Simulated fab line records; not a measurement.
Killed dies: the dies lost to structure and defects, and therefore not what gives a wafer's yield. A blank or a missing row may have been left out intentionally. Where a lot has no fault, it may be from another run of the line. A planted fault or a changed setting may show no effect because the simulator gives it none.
Comparing a struck lot with a sound one ; flow gf180mcu ; 25 steps out of a route of 602
Sound: these wafers, L569.1, L569.2, L569.5. Struck: wafers L577.1, L577.4, L577.6. The cause is named last.
Each step with rows lists, per side, the tool, then ch with its chambers, then its first start. Under that, the readings that differ: sound wafers ; struck wafers ; difference of the means ; sigmas: that difference in standard deviations of wafers without a fault.
alike: readings with means less than 2 such deviations apart, plus words and numbers identical on both sides. not compared: withheld readings, readings lacking a value on some wafer, bounds such as >300 that could conceal the same value, and numbers that have no deviation in the record and whose values overlap.
A row with sigmas, a row that says differs or no value, or rows on one side alone: a step with any of these is where the two part. Numbers that don't overlap but have no deviation are shown without sigmas and don't part them. A reading missing from all wafers of one side parts the sides only when that side holds two or more wafers.

first, 2 steps without rows for these wafers: GF_V4_CLEAN_20 (cleans in DIW); GF_V4_SPUTTER_21 (material Ti, target thk 15 nm, time 80.02 s).
GF_V4_SPUTTER_22: material TiN, target thk 10 nm, time 40 s.
  sound: pvd-sputter-02 at day 25 07:08; struck: pvd-sputter-02 at day 27 13:48
  alike: cathode-dc-power-W, chamber-pressure-pa, throttle-valve-pct
then, 1 step without rows for these wafers: GF_V4_CVD_23 (deposits W, target thk 350 nm, time 104.9 s).
GF_V4_RS_MEAS_24: the measuring method here is four-point-probe.
  sound: film-metro-04 at day 25 07:17; struck: film-metro-04 at day 27 13:57
  alike: V4_W_RS
GF_V4_THK_MEAS_25: measures by xrf.
  sound: film-metro-04 at day 25 07:24; struck: film-metro-04 at day 27 14:04
  alike: V4_W_THK
then, 2 steps without rows for these wafers: GF_V4_CMP_26 (polishes, stops on SiO2, t overpolish 15 s, target thk 0 nm); GF_MIM_SPUTTER_00 (material Ti, target thk 37.5 nm, time 150 s).
GF_MIM_SPUTTER_01: material TiN, target thk 30 nm, time 25 s.
  sound: pvd-sputter-01 at day 25 07:52; struck: pvd-sputter-02 at day 27 14:32
  alike: cathode-dc-power-W, chamber-pressure-pa, throttle-valve-pct
GF_MIM_SPUTTER_02: material AlCu, target thk 450 nm, time 23.9 s.
  sound: pvd-sputter-01 at day 25 07:53; struck: pvd-sputter-02 at day 27 14:34
  alike: cathode-dc-power-W, chamber-pressure-pa, throttle-valve-pct
GF_MIM_SPUTTER_03: material Ti, target thk 10 nm, time 6.7 s.
  sound: pvd-sputter-01 at day 25 07:55; struck: pvd-sputter-02 at day 27 14:35
  alike: cathode-dc-power-W, chamber-pressure-pa, throttle-valve-pct
then, 1 step without rows for these wafers: GF_MIM_SPUTTER_04 (material TiN, target thk 50 nm, time 41.7 s).
GF_MIM_CVD_05: deposits Si3N4, target thk 42 nm, time 29.086 s.
  sound on pecvd-04 ch 0,1, day 25 07:59; struck on pecvd-01 ch 1,2, day 27 14:39
  no value came back on the struck wafers for heater-power-outer-w (W), heater-power-w (W), time-s (s); on the sound wafers heater-power-outer-w (W) reads 359 364 345
then, 1 step without rows for these wafers: GF_MIM_SPUTTER_07 (material TiN, target thk 60 nm, time 50 s).
GF_MIM_SPUTTER_08: material AlCu, target thk 200 nm, time 10.6 s.
  sound: pvd-sputter-03 at day 25 08:07; struck: pvd-sputter-03 at day 27 14:47
  alike: cathode-dc-power-W, chamber-pressure-pa, throttle-valve-pct
then, 8 steps without rows for these wafers: GF_MIM_SPUTTER_09 (material TiN, target thk 35 nm, time 29.2 s); GF_MIM_DEHYDRATE_12 (time 60 s); GF_MIM_HMDS_13 (prime time 60 s); GF_MIM_COAT_14 (resist thk 1000 nm); GF_MIM_SOFTBAKE_15 (time 60 s); GF_MIM_EXPOSE_16 (exposes mask FuseTop, target cd 2000 nm); GF_MIM_PEB_17; GF_MIM_DEVELOP_18 (develop time 60 s).
GF_MIM_METAL_ETCH_19: etches the open film in Cl2/BCl3, stops on Si3N4, target depth 324.5 nm, time 54.1 s.
  sound on rie-metal-01 ch 1, day 26 05:39; struck on rie-metal-04 ch 0, day 28 10:01
reading;sound;struck;difference;sigmas
oes-product-au (a.u.);0.940 0.944 0.936;0.994 0.999 0.984;+0.052;+7
throttle-valve-pct (%);28.297 28.276 28.286;28.230 28.230 28.226;-0.058;-5
model.etch.depth-nm (nm);296 295.4 294.4;321.4 319.5 318.6;+24.6;
model.MIM.feature-depth-nm (nm);296 295.4 294.4;321.4 319.5 318.6;+24.6;
  alike: drypump-motor-current-A
  not compared: rf-hours-counter-h
then, 1 step without rows for these wafers: GF_MIM_STRIP_20 (strips in O2/N2).

## WHERE THEY PART
Last at GF_MIM_METAL_ETCH_19 as far as this record goes, first at GF_MIM_CVD_05.

WHY: whatever the simulator had introduced
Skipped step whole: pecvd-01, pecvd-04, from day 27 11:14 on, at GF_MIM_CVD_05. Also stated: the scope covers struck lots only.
